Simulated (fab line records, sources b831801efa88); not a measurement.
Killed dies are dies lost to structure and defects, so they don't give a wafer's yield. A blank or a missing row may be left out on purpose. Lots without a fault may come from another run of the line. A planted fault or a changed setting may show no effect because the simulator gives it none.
fab line records | flow sky130
record lots=5 wafers=15 last_day=50
route steps=708 shown LDD_HVP@281 LDD_LDN@289 SPACER@304 POLY_CUT@307 SD_P@320 RES_XHIGH@341
lots that met no fault: from a run of the same line without faults
start_h: hours from the record's first day to the start of the lot's first wafer shown | wait_h: hours since the lot's step before | " the same as in the row above | L1.1+2: a row that stands for several wafers | - no value, or no start given | * or withheld: withheld | < > ~ a bound
route shown NAME@n: a module of which the file shows steps, and the number in the route of the first | usual: mean/standard deviation of fault-free wafers | same: alike in all rows | chamber/n: place in a boat | sites: the reading at each site | _std_site: their standard deviation | _edge_site: outer sites' mean less inner sites' | radius_mm: how far each site lies from the wafer's centre | mask NAME#n: copy n | behind: the tool/chamber that last shaped the wafer | hold: why the lot was held/for how many hours/how that ended | device: the transistor (n, p or np) that didn't switch | end of line: the same wafers' tests at the end of the route | a step without rows: its recipe alone | killed: dies lost to structure and defects at the first sort, not the wafer's yield | map: a wafer's dies, x killed, . not, _ none there
set.NAME: the setting as run; set.NAME@STEP: as run at that earlier step | model.NAME: the simulator's own value behind a step, which no gauge read
lots at some steps of the route; a table a step, a row a wafer
services: from which hour (start_h, from the record's first day; less than 0 if before it) a tool's chamber was out of use, for how many hours, and why
## steps
# step SKY_LDD_HVP_SOFTBAKE_03
# recipe temp_c=90 time_s=60 resist=NOVOLAK
# step SKY_LDD_HVP_EXPOSE_04
# recipe mask_id=HVPTM na=0.6 source_shape=conventional sigma_outer=0.6 polarization=unpolarized target_cd_nm=700 dose_mj=86
# step SKY_LDD_HVP_PEB_05
# recipe temp_c=withheld time_s=* resist=NOVOLAK
# step SKY_LDD_HVP_DEVELOP_06
# recipe resist=NOVOLAK developer=TMAH develop_time_s=60 dev_temp_c=23
# step SKY_LDD_HVP_OVL_MEAS_07
# usual LDD_HVP_OVL=-0.1/1.2
# columns lot.wafer tool chamber start_h wait_h LDD_HVP_OVL[nm]
L953.1 overlay-01 - 531.59 0.1 -3.1
L953.4 " - " " 0.8
L953.5 " - " " -2.1
L956.1 overlay-02 - 564.04 0.1 -1.5
L956.3 " - " " 1.2
L956.4 " - " " 0.7
L965.1 overlay-02 - 635.42 0.1 0.6
L965.2 " - " " 0.0
L965.4 " - " " 1.5
L970.3 overlay-01 - 667.78 0.1 -0.7
L970.4 " - " " -1.0
L970.6 " - " " -0.8
L971.1 overlay-01 - 679.77 0.1 -0.5
L971.2 " - " " -0.2
L971.5 " - " " 3.3
# step SKY_LDD_HVP_IMPLANT_08
# recipe species=B energy_kev=20 dose_cm2=1.7e+13 tilt_deg=17.9
# step SKY_LDD_HVP_STRIP_09
# recipe chemistry=O2/N2 power_w=1400 pressure_mtorr=1500 platen_temp_c=withheld o2_flow_sccm=3000 n2_flow_sccm=300 overash_fraction=0.5
# usual drypump_motor_current_A=5.67/0.24 oes_product_au=0.408/0.0048 strip_time_to_endpoint_s=4.133/0.016
# columns lot.wafer tool chamber start_h wait_h drypump_motor_current_A oes_product_au rf_hours_counter_h strip_time_to_endpoint_s
L953.1 plasma_asher-02 0 531.77 0.1 5.76 0.408 87 4.132
L953.4 " 0 " " 5.77 0.400 - 4.122
L953.5 " 1 " " 5.32 0.401 - 4.106
L956.1 plasma_asher-04 1 564.22 0.1 5.85 0.404 43 4.110
L956.3 " 1 " " 5.85 0.400 - 4.075
L956.4 " 0 " " 5.69 0.408 - 4.096
L965.1 plasma_asher-02 0 635.61 0.1 5.75 0.408 96 4.162
L965.2 " 1 " " 5.32 0.410 96 4.139
L965.4 " 1 " " 5.33 0.412 - 4.128
L970.3 plasma_asher-04 0 667.99 0.1 5.68 0.406 - 4.130
L970.4 " 1 " " 5.84 0.414 - 4.135
L970.6 " 1 " " 5.86 0.407 - 4.137
L971.1 plasma_asher-04 1 679.96 0.1 5.84 0.410 56 4.145
L971.2 " 0 " " 5.70 0.408 56 4.143
L971.5 " 1 " " 5.85 0.409 - 4.128
# step SKY_LDD_HVP_TW_MEAS_10
# usual LDD_HVP_TW=455.2/2.8
# columns lot.wafer tool chamber start_h wait_h LDD_HVP_TW
L953.1 film_metro-01 - 531.87 0.1 452.2
L953.4 " - " " 452.7
L953.5 " - " " 452.7
L956.1 film_metro-01 - 564.32 0.1 451.9
L956.3 " - " " 453.7
L956.4 " - " " 454.1
L965.1 film_metro-03 - 635.71 0.1 457.2
L965.2 " - " " 457.9
L965.4 " - " " 457.9
L970.3 film_metro-03 - 668.08 0.1 460.4
L970.4 " - " " 461.8
L970.6 " - " " 458.2
L971.1 film_metro-03 - 680.06 0.1 458.8
L971.2 " - " " 456.3
L971.5 " - " " 455.5
# step SKY_LDD_LDN_DEHYDRATE_00
# recipe temp_c=200 time_s=60
# step SKY_LDD_LDN_HMDS_01
# recipe prime_time_s=60 prime_temp_c=120
# step SKY_LDD_LDN_COAT_02
# recipe resist=NOVOLAK spin_rpm=3000 resist_thk_nm=1140
# step SKY_LDD_LDN_SOFTBAKE_03
# recipe temp_c=90 time_s=60 resist=NOVOLAK
# step SKY_LDD_LDN_EXPOSE_04
# recipe mask_id=LDNTM na=0.6 source_shape=conventional sigma_outer=0.6 polarization=unpolarized target_cd_nm=700 dose_mj=140
# columns lot.wafer tool chamber start_h wait_h mask
L953.1+4+5 iline_stepper-02 0 546.90 - LDNTM#0
L956.1+3+4 iline_stepper-01 0 579.10 - URPM#0
L965.1+2+4 iline_stepper-02 0 650.29 - LDNTM#0
L970.3+4+6 iline_stepper-01 0 682.02 - LDNTM#0
L971.1+2+5 iline_stepper-01 0 693.67 - LDNTM#0
# step SKY_LDD_LDN_PEB_05
# recipe temp_c=withheld time_s=* resist=NOVOLAK
# step SKY_LDD_LDN_DEVELOP_06
# recipe resist=NOVOLAK developer=TMAH develop_time_s=60 dev_temp_c=23
# step SKY_LDD_LDN_OVL_MEAS_07
# usual LDD_LDN_OVL=0.4/1.6
# columns lot.wafer tool chamber start_h wait_h LDD_LDN_OVL[nm]
L953.1 overlay-02 - 561.24 0.1 1.9
L953.4 " - " " 1.2
L953.5 " - " " 2.7
L956.1 overlay-01 - 592.97 0.1 -
L956.3 " - " " -
L956.4 " - " " -
L965.1 overlay-01 - 663.97 0.1 -1.1
L965.2 " - " " -1.7
L965.4 " - " " -1.1
L970.3 overlay-02 - 695.53 0.1 2.0
L970.4 " - " " 0.2
L970.6 " - " " 1.4
L971.1 overlay-02 - 706.77 0.1 1.9
L971.2 " - " " 0.8
L971.5 " - " " 0.5
# step SKY_LDD_LDN_IMPLANT_08
# recipe species=As energy_kev=15 dose_cm2=1.25e+13 tilt_deg=withheld rotation_deg=23
# step SKY_LDD_LDN_IMPLANT_09
# recipe species=As energy_kev=15 dose_cm2=1.25e+13 tilt_deg=withheld rotation_deg=113
# step SKY_LDD_LDN_IMPLANT_10
# recipe species=As energy_kev=15 dose_cm2=1.25e+13 tilt_deg=withheld rotation_deg=203
# step SKY_LDD_LDN_IMPLANT_11
# recipe species=As energy_kev=15 dose_cm2=1.25e+13 tilt_deg=withheld rotation_deg=293
# step SKY_LDD_LDN_STRIP_12
# recipe chemistry=O2/N2 power_w=1400 pressure_mtorr=1500 platen_temp_c=withheld o2_flow_sccm=3000 n2_flow_sccm=300 overash_fraction=0.5
# usual drypump_motor_current_A=5.83/0.28 oes_product_au=0.716/0.0047 strip_time_to_endpoint_s=14.19/0.044
# columns lot.wafer tool chamber start_h wait_h drypump_motor_current_A oes_product_au rf_hours_counter_h strip_time_to_endpoint_s
L953.1 plasma_asher-02 0 561.87 0.1 5.75 0.707 90 14.26
L953.4 " 0 " " 5.75 0.713 - 14.26
L953.5 " 0 " " 5.74 0.716 - 14.28
L956.1 plasma_asher-02 1 593.61 0.1 5.35 0.720 93 14.18
L956.3 " 0 " " 5.77 0.721 - 14.19
L956.4 " 1 " " 5.36 0.702 - 14.25
L965.1 plasma_asher-04 0 664.61 0.1 5.72 0.715 54 14.15
L965.2 " 1 " " 5.85 0.721 54 14.14
L965.4 " 0 " " 5.68 0.711 - 14.12
L970.3 plasma_asher-02 0 696.19 0.1 5.78 0.710 - 14.17
L970.4 " 1 " " 5.34 0.714 - 14.16
L970.6 " 0 " " 5.76 0.712 - 14.19
L971.1 plasma_asher-02 1 707.41 0.1 5.31 0.716 103 14.19
L971.2 " 0 " " 5.75 0.719 103 14.24
L971.5 " 0 " " 5.74 0.715 - 14.22
# step SKY_LDD_LDN_TW_MEAS_13
# usual LDD_LDN_TW=1472/6.3
# columns lot.wafer tool chamber start_h wait_h LDD_LDN_TW
L953.1 film_metro-02 - 561.97 0.1 1473
L953.4 " - " " 1473
L953.5 " - " " 1490
L956.1 film_metro-01 - 593.71 0.1 30
L956.3 " - " " 30
L956.4 " - " " 30
L965.1 film_metro-02 - 664.71 0.1 1474
L965.2 " - " " 1476
L965.4 " - " " 1472
L970.3 film_metro-04 - 696.28 0.1 1472
L970.4 " - " " 1482
L970.6 " - " " 1481
L971.1 film_metro-01 - 707.51 0.1 1465
L971.2 " - " " 1469
L971.5 " - " " 1469
# step SKY_LDD_LDN_CLEAN_14
# recipe chemistry=SC1/SC2 mix=1:4:20 temp_c=70 time_s=150 dry=n2_spin
# step SKY_SPACER_CVD_00
# recipe material=Si3N4 precursor=DCS/NH3 target_thk_nm=43.1 temp_c=770 time_s=740 pressure_mtorr=250
# step SKY_SPACER_THK_MEAS_01
# recipe reads=Si3N4_of_SPACER_CVD_00
# usual SPACER_CVD_00_THK=43.0/0.36
# columns lot.wafer tool chamber start_h wait_h SPACER_CVD_00_THK[nm]
L953.1 film_metro-03 - 563.29 0.0 43.2
L953.4 " - " " 43.1
L953.5 " - " " 42.8
L956.1 film_metro-03 - 595.03 0.0 43.2
L956.3 " - " " 43.2
L956.4 " - " " 43.1
L965.1 film_metro-04 - 667.46 0.0 43.1
L965.2 " - " " 43.1
L965.4 " - " " 42.7
L970.3 film_metro-02 - 698.90 0.0 42.9
L970.4 " - " " 42.6
L970.6 " - " " 42.8
L971.1 film_metro-04 - 709.11 0.0 43.2
L971.2 " - " " 42.9
L971.5 " - " " 42.8
# step SKY_SPACER_ETCHBACK_02
# recipe chemistry=CH3F/O2 target=Si3N4 stop_on=SiO2 source_w=400 bias_w=80 pressure_mtorr=25 ch3f_flow_sccm=40 O2_flow_sccm=30 time_s=46.7 target_depth_a=450
# usual O2_flow_sccm=29.99/0.089 drypump_motor_current_A=5.7/0.48 oes_product_au=0.853/0.0061 throttle_valve_pct=10.562/0.009
# columns lot.wafer tool chamber start_h wait_h O2_flow_sccm drypump_motor_current_A oes_product_au rf_hours_counter_h throttle_valve_pct
L953.1 rie_diel-03 3 563.35 0.1 30.04 6.1 0.851 9 10.553
L953.4 " 1 " " 30.00 5.9 0.859 7 10.559
L953.5 " 0 " " 29.99 6.2 0.855 - 10.567
L956.1 rie_diel-02 3 595.09 0.1 30.01 5.7 0.860 24 10.547
L956.3 " 0 " " 30.09 6.5 0.846 24 10.553
L956.4 " 2 " " 29.96 5.8 0.855 9 10.550
L965.1 rie_diel-02 2 667.52 0.1 29.97 5.8 0.848 10 10.556
L965.2 " 0 " " 30.12 6.5 0.858 25 10.563
L965.4 " 1 " " 29.94 5.4 0.849 10 10.567
L970.3 rie_diel-01 3 698.94 0.0 30.00 5.0 0.842 3 10.565
L970.4 " 0 " " 29.98 5.0 0.849 11 10.554
L970.6 " 1 " " 30.00 5.2 0.857 - 10.554
L971.1 rie_diel-03 2 709.17 0.1 30.07 6.0 0.853 48 10.543
L971.2 " 3 " " 30.04 6.1 0.859 12 10.571
L971.5 " 0 " " 30.18 6.2 0.857 - 10.548
# step SKY_POLY_CUT_DEHYDRATE_00
# recipe temp_c=200 time_s=60
# step SKY_POLY_CUT_HMDS_01
# recipe prime_time_s=60 prime_temp_c=120
# step SKY_POLY_CUT_COAT_02
# recipe resist=BARC temp_c=withheld time_s=withheld spin_rpm=3000 resist_thk_nm=60
# step SKY_POLY_CUT_COAT_03
# recipe resist=KrF-thick spin_rpm=3000 resist_thk_nm=450
# step SKY_POLY_CUT_SOFTBAKE_04
# recipe temp_c=100 time_s=90 resist=KrF-thick
# step SKY_POLY_CUT_EXPOSE_05
# recipe mask_id=NPCM na=0.8 source_shape=annular sigma_inner=0.55 sigma_outer=0.85 target_cd_nm=270 dose_mj=32
# step SKY_POLY_CUT_PEB_06
# recipe peb_temp_c=withheld peb_time_s=withheld resist=KrF-thick
# step SKY_POLY_CUT_DEVELOP_07
# recipe develop_time_s=60 resist=KrF-thick dev_temp_c=21
# step SKY_POLY_CUT_CD_MEAS_08
# recipe target_cd_nm=270
# usual cd_nm=270.4/1.5
# columns lot.wafer tool chamber start_h wait_h cd_nm
L953.1 cd_sem-01 - 593.22 - 268.6
L953.4 " - " " 271.2
L953.5 " - " " 270.3
L956.1 cd_sem-01 - 624.77 - 271.9
L956.3 " - " " 272.9
L956.4 " - " " 271.7
L965.1 cd_sem-01 - 694.94 - 271.3
L965.2 " - " " 271.3
L965.4 " - " " 272.0
L970.3 cd_sem-02 - 726.93 - 273.2
L970.4 " - " " 271.3
L970.6 " - " " 272.3
L971.1 cd_sem-02 - 737.24 - 269.3
L971.2 " - " " 269.7
L971.5 " - " " 270.3
# step SKY_POLY_CUT_OVL_MEAS_09
# usual POLY_CUT_OVL=3/5
# columns lot.wafer tool chamber start_h wait_h POLY_CUT_OVL[nm]
L953.1 overlay-01 - 593.34 0.1 3
L953.4 " - " " 6
L953.5 " - " " 5
L956.1 overlay-01 - 624.89 0.1 3
L956.3 " - " " 9
L956.4 " - " " 5
L965.1 overlay-01 - 695.06 0.1 2
L965.2 " - " " 7
L965.4 " - " " 0
L970.3 overlay-01 - 727.02 0.1 0
L970.4 " - " " 2
L970.6 " - " " 0
L971.1 overlay-02 - 737.36 0.1 4
L971.2 " - " " -1
L971.5 " - " " 0
# step SKY_POLY_CUT_ETCH_10
# recipe chemistry=N2/H2 target=BARC ion_energy_ev=200 source_w=500 bias_w=100 pressure_mtorr=30 n2_flow_sccm=100 h2_flow_sccm=200 stop_on=SiO2 time_s=45.9 target_depth_a=600
# step SKY_POLY_CUT_ETCH_11
# recipe target=Si3N4 chemistry=CF4/CH2F2/Ar stop_on=poly-Si source_w=600 bias_w=150 pressure_mtorr=40 cf4_flow_sccm=40 ch2f2_flow_sccm=20 Ar_flow_sccm=150 time_s=42.5 target_depth_a=600
# usual drypump_motor_current_A=5.9/0.36 oes_product_au=0.826/0.0066 throttle_valve_pct=14.994/0.0094
# columns lot.wafer tool chamber start_h wait_h drypump_motor_current_A oes_product_au rf_hours_counter_h throttle_valve_pct
L953.1 rie_diel-03 2 593.42 0.0 6.0 0.826 45 14.989
L953.4 " 1 " " 6.0 0.833 7 14.995
L953.5 " 2 " " 6.0 0.835 - 14.988
L956.1 rie_diel-03 2 624.97 0.0 6.0 0.832 46 14.984
L956.3 " 3 " " 6.1 0.821 11 14.988
L956.4 " 2 " " 6.0 0.835 - 14.998
L965.1 rie_diel-04 3 695.14 0.0 5.0 0.826 39 14.993
L965.2 " 1 " " 5.9 0.829 20 14.977
L965.4 " 2 " " 5.6 0.828 - 14.994
L970.3 rie_diel-03 3 727.09 0.0 6.1 0.819 13 15.003
L970.4 " 3 " " 6.1 0.820 - 15.010
L970.6 " 0 " " 6.2 0.827 - 15.007
L971.1 rie_diel-02 2 737.44 0.0 5.9 0.821 12 14.993
L971.2 " 3 " " 5.7 0.824 27 15.003
L971.5 " 3 " " 5.7 0.819 - 14.994
# step SKY_POLY_CUT_STRIP_12
# recipe chemistry=O2/N2 power_w=1400 pressure_mtorr=1500 platen_temp_c=withheld o2_flow_sccm=3000 n2_flow_sccm=300 overash_fraction=0.5
# usual drypump_motor_current_A=5.86/0.24 oes_product_au=0.452/0.0042 strip_time_to_endpoint_s=5.360/0.019
# columns lot.wafer tool chamber start_h wait_h drypump_motor_current_A oes_product_au rf_hours_counter_h strip_time_to_endpoint_s
L953.1 plasma_asher-04 1 593.46 0.0 5.81 0.455 46 5.366
L953.4 " 0 " " 5.70 0.448 - 5.356
L953.5 " 1 " " 5.83 0.450 - 5.364
L956.1 plasma_asher-03 1 625.01 0.0 6.18 0.444 81 5.375
L956.3 " 0 " " 5.99 0.456 - 5.373
L956.4 " 1 " " 6.20 0.456 - 5.363
L965.1 plasma_asher-03 1 695.18 0.0 6.22 0.449 86 5.396
L965.2 " 0 " " 5.96 0.453 86 5.380
L965.4 " 0 " " 5.96 0.457 - 5.369
L970.3 plasma_asher-01 1 727.16 0.1 6.00 0.452 - 5.329
L970.4 " 0 " " 5.37 0.458 - 5.361
L970.6 " 0 " " 5.39 0.450 - 5.335
L971.1 plasma_asher-04 1 737.48 0.0 5.85 0.456 60 5.312
L971.2 " 0 " " 5.69 0.457 60 5.360
L971.5 " 1 " " 5.85 0.455 - 5.351
# step SKY_SD_P_DEHYDRATE_00
# recipe temp_c=200 time_s=60
# step SKY_SD_P_HMDS_01
# recipe prime_time_s=60 prime_temp_c=120
# step SKY_SD_P_COAT_02
# recipe resist=NOVOLAK spin_rpm=3000 resist_thk_nm=1140
# step SKY_RES_XHIGH_TW_MEAS_09
# usual RES_XHIGH_TW=1639/13
# columns lot.wafer tool chamber start_h wait_h RES_XHIGH_TW
L953.1 film_metro-01 - 651.97 0.1 1625
L953.4 " - " " 1627
L953.5 " - " " 1625
L956.1 film_metro-03 - 682.89 0.1 1919
L956.3 " - " " 1925
L956.4 " - " " 1927
L965.1 film_metro-01 - 751.17 0.1 1632
L965.2 " - " " 1641
L965.4 " - " " 1625
L970.3 film_metro-03 - 781.46 0.1 1653
L970.4 " - " " 1648
L970.6 " - " " 1647
L971.1 film_metro-03 - 791.82 0.1 1655
L971.2 " - " " 1662
L971.5 " - " " 1674
## services
# columns tool chamber start_h hours kind
rie_diel-04 1 514.48 5.9 repair
rie_diel-03 0 534.64 8.3 repair
iline_stepper-01 - 543.17 2.0 repair
rie_diel-02 - 564.69 2.8 pm
rie_diel-01 3 567.68 4.2 repair
plasma_asher-02 - 601.23 1.3 repair
rie_diel-02 - 601.68 14.6 pm
plasma_asher-04 - 605.54 0.7 repair
plasma_asher-02 - 614.11 12.1 repair
iline_stepper-02 - 615.19 1.7 pm
iline_stepper-02 - 625.45 8.9 pm
iline_stepper-02 - 635.02 9.2 repair
rie_diel-02 2 642.89 1.7 repair
iline_stepper-01 - 644.29 1.7 pm
plasma_asher-03 - 645.55 0.4 repair
plasma_asher-03 - 648.26 14.6 pm
plasma_asher-02 - 649.88 2.8 pm
rie_diel-03 1 651.53 5.1 repair
rie_diel-03 - 660.29 4.3 pm
iline_stepper-01 - 664.77 6.7 repair
rie_diel-02 - 668.11 10.0 pm
plasma_asher-04 - 707.38 15.6 pm
rie_diel-03 2 714.51 40.5 repair
plasma_asher-02 - 733.75 9.0 pm
## key
first_sign step=SKY_LDD_LDN_EXPOSE_04 reading=mask direction=changed
effect step=SKY_LDD_LDN_OVL_MEAS_07 reading=LDD_LDN_OVL direction=missing
effect step=SKY_LDD_LDN_TW_MEAS_13 reading=LDD_LDN_TW direction=down sigmas=99+ usual=1472 struck=30
effect step=SKY_RES_XHIGH_TW_MEAS_09 reading=RES_XHIGH_TW direction=up sigmas=22 usual=1639 struck=1923
met_at SKY_LDD_LDN_EXPOSE_04
struck_wafers L956.1,L956.3,L956.4
sort_left_out L956.1,L956.3,L956.4
tester_left_out L956
fault kind=wrong_mask tool=any chamber=- onset_h=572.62 steps=SKY_LDD_LDN_EXPOSE_04 aux_copy=URPM#0 scope=struck_lots_only
# tester_left_out: of these lots the tester's yield and bins aren't shown, on N5 and GAA mostly nor the transistor test; their killed dies are dies lost to structure and defects alone, not to doping, threshold or leakage, so they don't give the yield
# sort_left_out: the simulated sort isn't trusted on such a fault, so these wafers' sort isn't shown, and their yield isn't known
